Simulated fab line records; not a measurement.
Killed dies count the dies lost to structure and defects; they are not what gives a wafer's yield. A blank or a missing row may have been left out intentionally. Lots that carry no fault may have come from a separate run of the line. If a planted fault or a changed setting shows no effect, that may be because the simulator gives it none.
fab line records    flow sky130
record: lots: 15  wafers: 45  lastDay: 50
route steps=708 shown VIA3@595 METAL4@599 CAP2M@614
lots untouched by any fault: they come from a run of this same line in which no faults occurred
startH: hours from the record's opening day to when the first of the lot's shown wafers began    waitH: hours since the lot's step before    " identical to the entry in the row above    L1.1+2: several wafers, shown together as one row    - no value present, or no start provided    * or withheld: withheld    < > ~ a bound
route shown NAME@n: names a module that has steps shown in the file, with the first one's number in the route    usual: average and standard deviation across the fault-free wafers    same: alike in all rows    chamber/n: place in a boat    sites: each site's reading    _std_site: standard deviation across them    _edge_site: inner sites' mean taken away from outer sites' mean    radiusMm: for every site, how far away it sits from the centre of the wafer    mask NAME#n: copy n    behind: the tool/chamber that last shaped the wafer    hold: cause of the lot's hold/its duration in hours/its outcome    device: names the non-switching transistor (n, p or np)    end of line: the same wafers' tests at the end of the route    step lacking rows: just its recipe    killed: count of dies lost to structure and defects at first sort (not the wafer's yield)    map: the dies of a wafer, with x for killed, . for not killed, _ for no die there
set.NAME: the setting the step ran with; set.NAME@STEP: the setting that earlier step ran with    model.NAME: the simulator's own value behind a step, which no gauge read
the route's steps for a sample of lots (tables are steps, rows are wafers)
services: from which hour (startH, from the record's first day; less than 0 if before it) a tool's chamber was out of use, for how many hours, and why
== steps ==
step: SKY_VIA3_RS_MEAS_22
recipe: thkMeasGauge: four-point-probe  reads: W_of_VIA3_CVD_21+TiN_of_VIA3_SPUTTER_20
usual: VIA3_W_RS: 0.295/0.0034
lot.wafer  tool          chamber  startH   waitH  VIA3_W_RS[ohm/sq]
L707.1     filmMetro-01  -        929.35   0.1    0.297
L707.3     "             -        "        "      0.296
L707.5     "             -        "        "      0.297
L710.4     filmMetro-01  -        947.03   0.1    0.301
L710.5     "             -        "        "      0.301
L710.6     "             -        "        "      0.301
L713.1     filmMetro-01  -        993.25   0.1    0.297
L713.5     "             -        "        "      0.299
L713.6     "             -        "        "      0.293
L714.1     filmMetro-02  -        994.86   0.1    0.296
L714.5     "             -        "        "      0.295
L714.6     "             -        "        "      0.293
L716.1     filmMetro-01  -        997.41   0.1    0.296
L716.2     "             -        "        "      0.291
L716.3     "             -        "        "      0.294
L719.2     filmMetro-01  -        1012.27  0.1    0.297
L719.5     "             -        "        "      0.293
L719.6     "             -        "        "      0.293
L721.2     filmMetro-01  -        1026.25  0.2    0.295
L721.4     "             -        "        "      0.293
L721.5     "             -        "        "      0.294
L722.1     filmMetro-01  -        1027.08  0.1    0.293
L722.3     "             -        "        "      0.298
L722.5     "             -        "        "      0.293
L724.3     filmMetro-02  -        1039.50  0.1    0.294
L724.4     "             -        "        "      0.301
L724.6     "             -        "        "      0.303
L725.1     filmMetro-01  -        1051.45  0.1    0.298
L725.2     "             -        "        "      0.294
L725.4     "             -        "        "      0.296
L726.2     filmMetro-01  -        1055.37  0.1    0.294
L726.3     "             -        "        "      0.290
L726.4     "             -        "        "      0.293
L727.2     filmMetro-04  -        1059.55  0.1    0.287
L727.3     "             -        "        "      0.297
L727.5     "             -        "        "      0.298
L728.1     filmMetro-02  -        1067.58  0.1    0.298
L728.2     "             -        "        "      0.292
L728.6     "             -        "        "      0.296
L729.2     filmMetro-01  -        1072.96  0.1    0.291
L729.5     "             -        "        "      0.291
L729.6     "             -        "        "      0.292
L730.1     filmMetro-04  -        1076.77  0.1    0.294
L730.4     "             -        "        "      0.296
L730.5     "             -        "        "      0.296
step: SKY_VIA3_THK_MEAS_23
recipe: thkMeasGauge: xrf  reads: W_of_VIA3_CVD_21
usual: VIA3_W_THK: 388/5.1
lot.wafer  tool          chamber  startH   waitH  VIA3_W_THK[nm]
L707.1     filmMetro-01  -        929.47   0.1    383
L707.3     "             -        "        "      389
L707.5     "             -        "        "      387
L710.4     filmMetro-01  -        947.12   0.1    376
L710.5     "             -        "        "      378
L710.6     "             -        "        "      378
L713.1     filmMetro-01  -        993.37   0.1    384
L713.5     "             -        "        "      381
L713.6     "             -        "        "      389
L714.1     filmMetro-02  -        994.98   0.1    389
L714.5     "             -        "        "      392
L714.6     "             -        "        "      393
L716.1     filmMetro-01  -        997.53   0.1    387
L716.2     "             -        "        "      391
L716.3     "             -        "        "      388
L719.2     filmMetro-01  -        1012.38  0.1    391
L719.5     "             -        "        "      393
L719.6     "             -        "        "      393
L721.2     filmMetro-01  -        1026.36  0.1    391
L721.4     "             -        "        "      395
L721.5     "             -        "        "      389
L722.1     filmMetro-01  -        1027.20  0.1    391
L722.3     "             -        "        "      387
L722.5     "             -        "        "      394
L724.3     filmMetro-02  -        1039.60  0.1    393
L724.4     "             -        "        "      384
L724.6     "             -        "        "      384
L725.1     filmMetro-01  -        1051.57  0.1    382
L725.2     "             -        "        "      387
L725.4     "             -        "        "      387
L726.2     filmMetro-01  -        1055.48  0.1    388
L726.3     "             -        "        "      393
L726.4     "             -        "        "      388
L727.2     filmMetro-04  -        1059.66  0.1    392
L727.3     "             -        "        "      381
L727.5     "             -        "        "      378
L728.1     filmMetro-02  -        1067.70  0.1    386
L728.2     "             -        "        "      396
L728.6     "             -        "        "      390
L729.2     filmMetro-01  -        1073.07  0.1    390
L729.5     "             -        "        "      392
L729.6     "             -        "        "      392
L730.1     filmMetro-04  -        1076.89  0.1    382
L730.4     "             -        "        "      382
L730.5     "             -        "        "      381
step: SKY_METAL4_SPUTTER_01
recipe: material: TiN  targetThkNm: 20  powerW: 6500  timeS: 16.7  chamberPressurePa: 0.4
usual: chamberPressurePa: 0.4000/0.0008  throttleValvePct: 29.9/1.1
lot.wafer  tool           chamber  startH   waitH  chamberPressurePa  throttleValvePct
L707.1     pvdSputter-04  -        929.85   0.0    0.3994             28.7
L707.3     "              -        "        "      0.4001             29.8
L707.5     "              -        "        "      0.3982             30.5
L710.4     pvdSputter-04  -        947.47   0.0    0.4003             31.4
L710.5     "              -        "        "      0.4001             30.7
L710.6     "              -        "        "      0.4004             31.3
L713.1     pvdSputter-03  -        993.75   0.0    0.3999             29.9
L713.5     "              -        "        "      0.4001             27.3
L713.6     "              -        "        "      0.3999             31.3
L714.1     pvdSputter-04  -        995.36   0.0    0.4005             29.6
L714.5     "              -        "        "      0.4004             29.6
L714.6     "              -        "        "      0.3994             28.7
L716.1     pvdSputter-03  -        997.91   0.0    0.4013             31.4
L716.2     "              -        "        "      0.3993             27.7
L716.3     "              -        "        "      0.4002             30.4
L719.2     pvdSputter-03  -        1012.75  0.0    0.4002             27.6
L719.5     "              -        "        "      0.3995             31.0
L719.6     "              -        "        "      0.4008             30.3
L721.2     pvdSputter-02  -        1026.73  0.0    0.4002             29.0
L721.4     "              -        "        "      0.3998             29.9
L721.5     "              -        "        "      0.3994             29.1
L722.1     pvdSputter-02  -        1027.59  0.0    0.3997             29.0
L722.3     "              -        "        "      0.3980             29.4
L722.5     "              -        "        "      0.4001             29.9
L724.3     pvdSputter-03  -        1039.99  0.0    0.3994             30.1
L724.4     "              -        "        "      0.4002             31.0
L724.6     "              -        "        "      0.3999             30.1
L725.1     pvdSputter-04  -        1051.98  0.0    0.3989             28.7
L725.2     "              -        "        "      0.4003             30.5
L725.4     "              -        "        "      0.3983             29.4
L726.2     pvdSputter-03  -        1055.86  0.0    0.4004             31.3
L726.3     "              -        "        "      0.3994             30.7
L726.4     "              -        "        "      0.3986             30.2
L727.2     pvdSputter-02  -        1060.12  0.0    0.4002             29.4
L727.3     "              -        "        "      0.4000             30.0
L727.5     "              -        "        "      0.4003             29.8
L728.1     pvdSputter-04  -        1068.08  0.0    0.4005             28.9
L728.2     "              -        "        "      0.4000             30.4
L728.6     "              -        "        "      0.4006             30.6
L729.2     pvdSputter-04  -        1073.53  0.0    0.4002             30.2
L729.5     "              -        "        "      0.4005             29.0
L729.6     "              -        "        "      0.4004             29.6
L730.1     pvdSputter-04  -        1077.27  0.0    0.3973             28.8
L730.4     "              -        "        "      0.3988             29.5
L730.5     "              -        "        "      0.3999             28.8
step: SKY_CAP2M_DEVELOP_11
recipe: resist: NOVOLAK  developer: TMAH  developTimeS: 60  devTempC: 23
usual: chillPlateTempC: 23.03/0.11  developTimeS: 60/0  developerTempC: 22.98/0.11
lot.wafer  tool           chamber  startH   waitH  chillPlateTempC  developTimeS  developerTempC
L707.1     lithoTrack-03  0        954.32   0.1    22.94            60            22.75
L707.3     "              0        "        "      22.85            60            22.92
L707.5     "              0        "        "      22.83            60            22.91
L710.4     lithoTrack-03  0        971.70   0.1    22.87            60            22.97
L710.5     "              0        "        "      22.82            60            22.99
L710.6     "              0        "        "      23.05            60            22.93
L713.1     lithoTrack-03  -        1017.07  0.1    -                -             -
L713.5     "              -        "        "      -                -             -
L713.6     "              -        "        "      -                -             -
L714.1     lithoTrack-02  -        1018.87  0.1    -                -             -
L714.5     "              -        "        "      -                -             -
L714.6     "              -        "        "      -                -             -
L716.1     lithoTrack-02  -        1020.77  0.1    -                -             -
L716.2     "              -        "        "      -                -             -
L716.3     "              -        "        "      -                -             -
L719.2     lithoTrack-01  0        1035.45  0.1    22.86            60            23.01
L719.5     "              0        "        "      22.88            60            23.01
L719.6     "              0        "        "      22.78            60            22.98
L721.2     lithoTrack-03  0        1049.05  0.1    23.16            60            22.83
L721.4     "              0        "        "      23.09            60            22.90
L721.5     "              0        "        "      23.12            60            22.99
L722.1     lithoTrack-03  0        1050.47  0.1    23.23            60            22.90
L722.3     "              0        "        "      23.03            60            22.77
L722.5     "              0        "        "      23.11            60            22.95
L724.3     lithoTrack-03  0        1062.37  0.1    23.36            60            23.01
L724.4     "              0        "        "      23.06            60            22.99
L724.6     "              0        "        "      22.98            60            22.93
L725.1     lithoTrack-03  0        1073.12  0.1    23.11            60            22.99
L725.2     "              0        "        "      22.95            60            23.18
L725.4     "              0        "        "      23.12            60            23.12
L726.2     lithoTrack-01  0        1076.50  0.1    22.88            60            23.09
L726.3     "              0        "        "      23.00            60            23.11
L726.4     "              0        "        "      23.08            60            23.13
L727.2     lithoTrack-02  0        1080.74  0.1    22.99            60            22.93
L727.3     "              0        "        "      22.94            60            23.05
L727.5     "              0        "        "      22.93            60            22.98
L728.1     lithoTrack-01  0        1088.67  0.1    23.01            60            22.81
L728.2     "              0        "        "      22.99            60            23.07
L728.6     "              0        "        "      22.91            60            22.97
L729.2     lithoTrack-02  0        1094.54  0.1    22.94            60            23.07
L729.5     "              0        "        "      23.04            60            22.97
L729.6     "              0        "        "      22.84            60            23.29
L730.1     lithoTrack-03  0        1097.77  0.1    23.13            60            23.01
L730.4     "              0        "        "      23.11            60            22.98
L730.5     "              0        "        "      23.21            60            23.01
== services ==
tool           chamber  startH  hours  kind
pvdSputter-04  -        941.97  3.6    repair
pvdSputter-02  -        942.76  0.7    repair
pvdSputter-04  -        958.96  1.2    repair
== key ==
firstSign: step: SKY_CAP2M_DEVELOP_11  reading: toolRecord  direction: missing
effect none on later readings
metAt SKY_CAP2M_DEVELOP_11
struckLots L713,L714,L716
laterRowsLeftOut L713.1,L713.5,L713.6,L714.1,L714.5,L714.6,L716.1,L716.2,L716.3
sortLeftOut L713.1,L713.5,L713.6,L714.1,L714.5,L714.6,L716.1,L716.2,L716.3
notActingAt SKY_VIA3_RS_MEAS_22,SKY_VIA3_THK_MEAS_23,SKY_METAL4_SPUTTER_01
onsetBetween 971.70 1017.07
fault: kind: skippedStepWhole  tool: lithoTrack-02,lithoTrack-03  chamber: -  onsetH: 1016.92  steps: SKY_CAP2M_DEVELOP_11  scope: struckLotsOnly
sortLeftOut: the simulated sort isn't trusted on such a fault, so these wafers' sort isn't shown, and their yield isn't known
laterRowsLeftOut: the simulator's readings of these wafers behind a module that went badly wrong aren't trusted and aren't shown, but for the sort
